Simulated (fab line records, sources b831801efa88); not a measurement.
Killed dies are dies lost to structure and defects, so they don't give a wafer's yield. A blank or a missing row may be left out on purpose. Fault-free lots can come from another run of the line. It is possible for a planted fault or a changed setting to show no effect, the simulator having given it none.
8D (eight disciplines) problem report, filled in by code | flow sky130 | the parts of the form that need people (team, actions taken, sign-off) are left out

## 1. WHAT IS WRONG
Mean of o2_flow_sccm at SKY_VIA1_STRIP_16: 3601 sccm across 2 wafers in 2 lots; on wafers with no fault it is 3000 sccm (standard deviation 8.6). That puts it +70 standard deviations away from the usual mean.
The step: strips in O2/N2.
Earliest sighting: wafer L632.4 on plasma_asher-04 at day 37 13:52. The record has a number at this step for 42 wafers belonging to 14 lots. Rule for "out" (also "out of limits"): further than 4 standard deviations from the usual mean. The other wafers with a number count as sound.

## 2. WHAT IT IS; WHAT IT IS NOT
question                    | is                | is not
which readings at this step | o2_flow_sccm      | drypump_motor_current_A, oes_product_au
which lots                  | L632, L633        | L621, L623, L624, L625, L627, L636, L637, L639, L640, L642, L643, L644
which wafers of those lots  | L632.4, L633.3    | L632.2, L632.3, L633.2, L633.4
read on which tools         | plasma_asher-04   | plasma_asher-01, plasma_asher-03
when                        | from day 37 13:52 | up to then (17 sound wafers); but 23 sound wafers of L633, L636, L637, L639, L640, L642, L643, L644 came after

## 3. THE SUSPECTS, EACH WITH WHAT RULES IT OUT
Counting: if a tool at a process step up to the reading ran every lot that is out, it stays a suspect. Sound lots after the first of them don't rule it out here, since some wafers of a struck lot are sound.
- plasma_asher-04 at SKY_VIA1_STRIP_16 (strips in O2/N2): kept. Ran every lot that is out, first one L632 (day 37 13:52); last sound lot up to then L624 (day 35 00:04). On those wafers its own readings are out: o2_flow_sccm.
- At SKY_VIA1_STRIP_16 on plasma_asher-04, chamber 0 took the sound wafers of the same lots and chamber 1 took the wafers that are out.
Remaining after the count: plasma_asher-04 at SKY_VIA1_STRIP_16.

## 4. THE CAUSE (what the simulator had put in)
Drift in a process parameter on plasma_asher-04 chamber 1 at SKY_VIA1_STRIP_16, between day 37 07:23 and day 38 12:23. From 3000, the setting o2_flow_sccm moved by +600. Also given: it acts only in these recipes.
Only this tool survived the counting.

## 5. SEQUENCE OF EFFECTS, ordered by route
Each row: a reading where the mean over the struck wafers with a number is more than 3 standard deviations away from the usual. Readings are gone through only where the record gives a usual standard deviation; hours: the median, over the lots, of the time from a lot's start at the first step in this table giving one to that lot's start at this step; sigmas: the change measured in usual standard deviations.
hours | step              | reading      | usual     | on struck wafers | change | sigmas
0     | SKY_VIA1_STRIP_16 | o2_flow_sccm | 3000 sccm | 3601             | +601   | +70
Its process steps:
- SKY_VIA1_STRIP_16: strips in O2/N2.

## 6. WHAT WOULD HAVE CAUGHT IT SOONER
In this record the first reading out of limits was taken at day 37 13:52, 6 hours after the fault began at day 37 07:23.
